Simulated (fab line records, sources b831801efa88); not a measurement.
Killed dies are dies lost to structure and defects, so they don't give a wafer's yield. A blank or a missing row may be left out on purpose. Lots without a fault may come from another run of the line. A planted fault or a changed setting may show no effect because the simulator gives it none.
Chamber matching | flow gf180mcu | GF_V1_CMP_04 on cmp-02: 4 sister chambers
The step polishes SiO2. 16 wafers are shown with their chamber, then 8 later ones without.

WAFERS WITH THEIR CHAMBER
wafer  | chamber | motor_current_A (A) | retaining_ring_pressure_frac | time_to_endpoint_s (s)
L272.1 | 2       | 11.2                | 1.003                        | 85
L272.2 | 0       | 10.7                | 1.002                        | 76
L272.6 | 1       | 11.4                | 0.996                        | 85
L273.1 | 1       | 11.3                | 1.002                        | 84
L273.3 | 2       | 10.4                | 0.996                        | 78
L273.6 | 0       | 11.5                | 1.000                        | 82
L276.2 | 2       | 11.0                | 1.000                        | 78
L276.3 | 1       | 11.7                | 0.993                        | 89
L276.4 | 3       | 12.4                | 0.999                        | 83
L277.1 | 1       | 11.3                | 1.009                        | 86
L277.4 | 0       | 11.3                | 0.999                        | 83
L277.6 | 1       | 11.1                | 0.996                        | 90
L278.3 | 2       | 11.0                | 1.000                        | 89
L278.4 | 3       | 11.8                | 1.014                        | 82
L278.6 | 3       | 11.9                | 1.009                        | 85
L281.1 | 2       | 10.7                | 0.995                        | 86

SIGNATURES (means of the wafers above)
reading                      | chamber 0 | chamber 1 | chamber 2 | chamber 3 | scatter within a chamber
motor_current_A              | 11.167    | 11.360    | 10.860    | 12.033    | 0.308
retaining_ring_pressure_frac | 1.00033   | 0.99920   | 0.99880   | 1.00733   | 0.00522
time_to_endpoint_s           | 80.33     | 86.80     | 83.20     | 83.33     | 3.64
Rule: a wafer's distance from a chamber is the root of the sum, over the readings, of the square of ((its reading less the chamber's mean) divided by the reading's scatter). The wafer belongs to the nearest chamber; if the next one is less than 2 further off, it can't be placed. The scatter: the root of (the sum of the squares of (reading less its chamber's mean) over the shown wafers, divided by (wafers less chambers)).

WAFERS WITHOUT THEIR CHAMBER
wafer  | motor_current_A (A) | retaining_ring_pressure_frac | time_to_endpoint_s (s)
L281.5 | 11.2                | 0.996                        | 95
L281.6 | 11.4                | 1.002                        | 86
L287.2 | 11.3                | 0.997                        | 93
L287.3 | 10.8                | 1.005                        | 75
L287.5 | 12.3                | 0.995                        | 87
L294.1 | 11.4                | 1.000                        | 92
L294.2 | 12.5                | 0.992                        | 83
L294.6 | 10.6                | 0.998                        | 91

WHICH CHAMBER EACH WENT THROUGH
wafer  | from the rows above               | in truth
L281.5 | can't be placed: 1 or 2 or 0      | 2
L281.6 | can't be placed: 1 or 0 or 2 or 3 | 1
L287.2 | can't be placed: 1 or 2 or 0      | 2
L287.3 | can't be placed: 0 or 2 or 1      | 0
L287.5 | can't be placed: 3 or 1 or 0      | 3
L294.1 | can't be placed: 1 or 2 or 0      | 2
L294.2 | can't be placed: 3 or 1 or 0      | 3
L294.6 | can't be placed: 2 or 1 or 0      | 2
Placed correctly: 0 of 8. Can't be placed from these rows: 8 (the true chamber is among the candidates in 8). Placed wrongly: 0.
